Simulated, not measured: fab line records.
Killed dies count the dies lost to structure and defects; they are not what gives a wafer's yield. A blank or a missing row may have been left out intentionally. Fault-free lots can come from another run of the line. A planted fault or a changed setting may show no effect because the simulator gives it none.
A lot that was struck, set against a sound lot | flow sky130 | 30 out of 708 route steps
Sound: the wafers L765.1, L765.3, L765.6. Struck: wafers L752.1, L752.4, L752.6. The cause comes at the end.
Per side, at each step with rows, come the tool, then ch with its chambers, and then its first start. Under that, the readings that differ: sound wafers | struck wafers | difference of the means | sigmas: that difference in standard deviations of wafers without a fault.
alike: words and numbers the same on both sides, and readings whose means are apart by under 2 such deviations; not compared: readings that were withheld, readings missing a value for some wafer, numbers with overlapping values and no deviation given by the record, and bounds like >300 which may hide the same value.
The two part at a step that has a row with sigmas, a row that says differs or no value, or rows on one side only. Numbers that have no deviation but don't overlap get no sigmas and don't part them. Lack of a reading on every wafer of one side parts them only where that side has two or more wafers.

SKY_PWDE_STRIP_09: strips in O2/N2.
  sound on plasma asher-04 ch 0,1, day 7 21:07; struck on plasma asher-02 ch 0,1, day 4 21:39
  reading                     | sound       | struck      | difference | sigmas
  drypump motor current A (A) | 6.1 6.2 6.1 | 5.4 5.1 5.3 | -0.9       | -2
  alike: oes product au, strip time to endpoint s
  not compared: rf hours counter h
SKY_PWDE_TW_MEAS_10:
  sound on film metro-02 at day 7 21:13; struck on film metro-01 at day 4 21:45
  alike: PWDE_TW
then, 7 steps without rows for these wafers: SKY_NWELL_DEHYDRATE_03 (time 60 s); SKY_NWELL_HMDS_04 (prime time 60 s); SKY_NWELL_COAT_05 (resist thk 3000 nm); SKY_NWELL_SOFTBAKE_06; SKY_NWELL_EXPOSE_07 (exposes mask NWM, target cd 840 nm); SKY_NWELL_PEB_08; SKY_NWELL_DEVELOP_09 (develop time 60 s).
SKY_NWELL_OVL_MEAS_10:
  sound on overlay-01 at day 8 16:36; struck on overlay-02 at day 5 15:05
  alike: NWELL_00_OVL
then, 2 steps without rows for these wafers: SKY_NWELL_IMPLANT_11; SKY_NWELL_IMPLANT_12.
SKY_NWELL_IMPLANT_13:
  sound on implanter-01 ch 0, day 8 16:56; struck on implanter-03 ch 0, day 5 15:44
SKY_NWELL_STRIP_14: strips in O2/N2.
  sound on plasma asher-04 ch 0,1, day 8 17:05; struck on plasma asher-01 ch 0,1, day 5 15:53
  alike: drypump motor current A, oes product au, strip time to endpoint s
  not compared: rf hours counter h
SKY_NWELL_TW_MEAS_15:
  sound on film metro-01 at day 8 17:11; struck on film metro-01 at day 5 16:04
  alike: NWELL_TW
then, 7 steps without rows for these wafers: SKY_NWELL_DEHYDRATE_16 (time 60 s); SKY_NWELL_HMDS_17 (prime time 60 s); SKY_NWELL_COAT_18 (resist thk 3000 nm); SKY_NWELL_SOFTBAKE_19; SKY_NWELL_EXPOSE_20 (exposes mask NWM COMPLEMENT, target cd 840 nm); SKY_NWELL_PEB_21; SKY_NWELL_DEVELOP_22 (develop time 60 s).
SKY_NWELL_OVL_MEAS_23:
  sound on overlay-01 at day 9 14:21; struck on overlay-02 at day 6 09:32
  alike: NWELL_01_OVL
next, for these wafers, 1 step has no rows: SKY_NWELL_IMPLANT_24.
SKY_NWELL_STRIP_25: strips in O2/N2.
  sound on plasma asher-01 ch 1, day 9 14:32; struck on plasma asher-02 ch 1, day 6 09:43
  alike: drypump motor current A, oes product au, strip time to endpoint s
  not compared: rf hours counter h
SKY_NWELL_TW_MEAS_26:
  sound on film metro-04 at day 9 14:38; struck on film metro-01 at day 6 09:49
  reading    | sound       | struck      | difference | sigmas
  NWELL_2_TW | 495 494 492 | 513 509 511 | +17        | +3
then, 1 step without rows for these wafers: SKY_NWELL_CLEAN_27 (cleans in SC1/SC2, time 150 s).
SKY_NWELL_RTA_28: time 30 s.
  sound on rtp anneal-02 ch 0, day 9 14:45; struck on rtp anneal-01 ch 0, day 6 09:56
  alike: lamp power pct, ramp down c per s, wafer_temp_C_max
SKY_NWELL_RS_MEAS_29: uses a four-point probe to measure.
  sound on film metro-01 at day 9 14:51; struck on film metro-01 at day 6 10:23
  reading           | sound             | struck            | difference | sigmas
  NWELL_RS (ohm/sq) | 621.4 619.4 622.7 | 600.1 601.6 601.1 | -20.2      | -13
-- the record jumps here: 40 days lie between the struck wafers' starts before and after (it left off in module NWELL and takes up again in module PAD_OPEN, whose first step shown is number 708 of the route) --
SKY_PAD_OPEN_PROBE_99:
  sound on prober-02 at day 49 21:26; struck on prober-02 at day 46 16:51
  reading                                | sound                         | struck                        | difference | sigmas
  model.etest.nfet_16v.r on ohm um       | 1.421e+04 1.409e+04 1.421e+04 | 1.336e+04 1.342e+04 1.339e+04 | -7.800e+02 |
  model.etest.pfet_16v.r on ohm um       | 1.597e+04 1.586e+04 1.577e+04 | 1.641e+04 1.682e+04 1.628e+04 | +6.367e+02 |
  model.etest.pfet g5v0d10v5.r on ohm um | 4937 4849 5000                | 5097 5202 5143                | +219       |
  model.etest.tip p.rs ohm sq            | 6877 6888 6936                | 7072 7159 7159                | +230       |
  model.etest.tip_p_5v.rs ohm sq         | 2930 2918 2920                | 3026 3060 3046                | +121       |
  model.etest.pfet g5v0d10v5.drive ua um | 328.4 338.4 322.4             | 311 307.4 306.7               | -21        |
  model.etest.pfet_01v8_lvt.drive ua um  | 170.7 171.1 168.1             | 152 150.5 151.4               | -19        |
  alike: killed_at_M0_to_M3, killed_at_M4_up, killed at contacts, killed at front end, killed at other, killed dies, killed open, killed short
  not compared: model.etest.pfet_01v8.r on ohm um

## WHERE THEY PART
First at SKY_PWDE_STRIP_09; last, within this record, at SKY_NWELL_RS_MEAS_29. Later steps at which nothing parts them and some readings are alike: SKY_PAD_OPEN_PROBE_99.

WHY: what the simulator had put in
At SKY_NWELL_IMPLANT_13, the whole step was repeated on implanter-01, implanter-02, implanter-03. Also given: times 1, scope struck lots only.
